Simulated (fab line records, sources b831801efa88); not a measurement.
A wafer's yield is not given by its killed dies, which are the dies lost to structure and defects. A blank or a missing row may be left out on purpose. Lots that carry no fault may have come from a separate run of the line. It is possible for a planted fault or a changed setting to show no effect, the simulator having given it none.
A lot that was struck, set against a sound lot + flow sky130 + 16 steps out of a route of 708
Sound: the wafers L163.1, L163.2, L163.3. The struck wafers were L170.1, L170.3, L170.5. The cause is named last.
Each step with rows lists, per side, the tool, then ch with its chambers, then its first start. Under that, the readings that differ: sound wafers + struck wafers + difference of the means + sigmas: that difference in standard deviations of wafers without a fault.
alike: words and numbers the same on both sides, and readings whose means are apart by under 2 such deviations; not compared: readings that were withheld, readings missing a value for some wafer, numbers with overlapping values and no deviation given by the record, and bounds like >300 which may hide the same value.
A row with sigmas, a row that says differs or no value, or rows on one side alone: a step with any of these is where the two part. Numbers that don't overlap but have no deviation are shown without sigmas and don't part them. A reading that every wafer of one side lacks parts them only if that side has two wafers or more.

first, 5 steps without rows for these wafers: SKY_POLY_GATE_COAT_08 (resist thk 450 nm); SKY_POLY_GATE_SOFTBAKE_09 (time 90 s); SKY_POLY_GATE_EXPOSE_10 (exposes mask P1M, target cd 150 nm); SKY_POLY_GATE_PEB_11; SKY_POLY_GATE_DEVELOP_12 (develop time 60 s).
SKY_POLY_GATE_CD_MEAS_13 targets a cd of 150 nm.
  sound: cd sem-01 at day 17 17:13; struck: cd sem-01 at day 20 12:07
| reading    | sound             | struck            | difference | sigmas |
|------------|-------------------|-------------------|------------|--------|
| cd nm (nm) | 154.9 153.7 153.2 | 151.4 150.8 150.7 | -3.0       | -2     |
SKY_POLY_GATE_OVL_MEAS_14:
  sound: overlay-02 at day 17 17:20; struck: overlay-01 at day 20 12:14
  alike: POLY_GATE_OVL
SKY_POLY_GATE_ETCH_15: etches BARC in N2/H2, stops on SiO2, time 118.5 s, target depth 110 nm.
  sound on rie diel-04 ch 0,1,3, day 17 17:22; struck on rie diel-03 ch 0,1,3, day 20 12:16
  alike: bias w, drypump motor current A, h2 flow sccm, oes product au, throttle valve pct
  not compared: rf hours counter h
SKY_POLY_GATE_ETCH_16: etches Si3N4 in CH3F/O2, stops on poly-Si, time 147.5 s, target depth 75 nm.
  sound on rie diel-04 ch 0,1,3, day 17 17:27; struck on rie diel-03 ch 0,1,3, day 20 12:21
  alike: bias w, ch3f flow sccm, drypump motor current A, oes product au, throttle valve pct
  not compared: rf hours counter h
SKY_POLY_GATE_ETCH_17: etches poly-Si in HBr/Cl2, stops on SiO2, target depth 180 nm, time 70.5 s.
  sound on rie si-01 ch 1,2,3, day 17 17:33; struck on rie si-02 ch 0,1, day 20 12:27
  alike: bias w, drypump motor current A, oes product au, throttle valve pct
  not compared: rf hours counter h
SKY_POLY_GATE_STRIP_18: strips in O2/N2.
  sound on plasma asher-01 ch 0,1, day 17 17:36; struck on plasma asher-01 ch 0,1, day 20 12:31
  alike: drypump motor current A, oes product au, strip time to endpoint s
  not compared: rf hours counter h
then, 1 step without rows for these wafers: SKY_POLY_GATE_CLEAN_19 (cleans in SC1/SC2, time 150 s).
SKY_POLY_GATE_OXIDATION_20: stabilise 600 s, purge 300 s, target thk 4 nm.
  sound on furnace-01 ch 0, day 17 17:45; struck on furnace-01 ch 0, day 20 15:07
| reading                                          | sound             | struck            | difference | sigmas |
|--------------------------------------------------|-------------------|-------------------|------------|--------|
| spike tc bottom C (C)                            | 873.5 872.3 871.3 | 910.8 910.2 909.4 | +37.8      | +25    |
| spike tc centre C (C)                            | 850.0 848.1 849.6 | 889.4 889.0 888.9 | +39.9      | +40    |
| spike tc lower C (C)                             | 851.3 850.7 849.5 | 886.8 889.3 888.3 | +37.6      | +38    |
| spike tc top C (C)                               | 864.9 863.9 865.4 | 901.9 901.8 903.5 | +37.7      | +29    |
| spike tc upper C (C)                             | 850.8 850.5 849.2 | 886.4 887.0 888.8 | +37.2      | +38    |
| zone power lower pct (%)                         | 16.36 15.97 16.30 | 18.12 18.05 17.92 | +1.82      | +9     |
| zone power top pct (%)                           | 27.5 27.8 27.5    | 29.5 29.7 29.0    | +1.8       | +4     |
| zone power upper pct (%)                         | 16.04 15.76 15.90 | 17.29 17.38 17.36 | +1.44      | +9     |
| model.SiO2_of_POLY_GATE_OXIDATION_20.thk nm (nm) | 4.046 4.017 3.975 | 6.355 6.449 6.35  | +2.372     |        |
  alike: tube_center_temp_C_max
SKY_POLY_GATE_THK_MEAS_21:
  sound: film metro-02 at day 17 19:00; struck: film metro-02 at day 20 16:22
| reading                      | sound          | struck         | difference | sigmas |
|------------------------------|----------------|----------------|------------|--------|
| POLY_GATE_OXIDATION_THK (nm) | 4.03 4.00 3.97 | 6.33 6.47 6.30 | +2.37      | +30    |
SKY_POLY_GATE_CD_MEAS_22:
  sound: cd sem-01 at day 17 19:04; struck: cd sem-02 at day 20 16:26
| reading    | sound             | struck            | difference | sigmas |
|------------|-------------------|-------------------|------------|--------|
| cd nm (nm) | 155.2 155.8 152.9 | 150.5 147.8 149.6 | -5.3       | -2     |
-- here the record skips 28 days between the struck wafers' starts before and after, leaving off in module POLY_GATE and picking up in module PAD_OPEN (first step shown: number 708 of the route) --
SKY_PAD_OPEN_PROBE_99:
  sound: prober-02 at day 47 02:28; struck: prober-01 at day 48 12:04
| reading                                 | sound             | struck            | difference | sigmas |
|-----------------------------------------|-------------------|-------------------|------------|--------|
| model.etest.tip sonos.rs ohm sq         | 2702 2694 2655    | 3148 3136 3137    | +457       |        |
| model.etest.tip p.rs ohm sq             | 7089 7078 6999    | 7278 7254 7290    | +219       |        |
| model.etest.res pdiff.line ohm um       | 1326 1338 1351    | 1462 1485 1455    | +129       |        |
| model.etest.tip n.rs ohm sq             | 442.1 442.3 436.8 | 494 495.4 494.8   | +54        |        |
| model.etest.nfet_01v8.r on ohm um       | 851.9 850 821.9   | 894.1 853.8 885.3 | +36.5      |        |
| model.etest.res ndiff.line ohm um       | 761.9 767.9 777.5 | 795.3 806.6 798.2 | +30.9      |        |
| model.etest.sonos uncharged.r on ohm um | 815.4 819 808.9   | 845.4 843.2 842.4 | +29.2      |        |
  alike: killed_at_M0_to_M3, killed_at_M4_up, killed at contacts, killed at front end, killed at other, killed dies, killed open, killed short
  not compared: model.etest.pfet_01v8.r on ohm um

## WHERE THEY PART
First at SKY_POLY_GATE_CD_MEAS_13; last, within this record, at SKY_POLY_GATE_CD_MEAS_22. Later steps at which nothing parts them and some readings are alike: SKY_PAD_OPEN_PROBE_99.

WHY: what the simulator had put in
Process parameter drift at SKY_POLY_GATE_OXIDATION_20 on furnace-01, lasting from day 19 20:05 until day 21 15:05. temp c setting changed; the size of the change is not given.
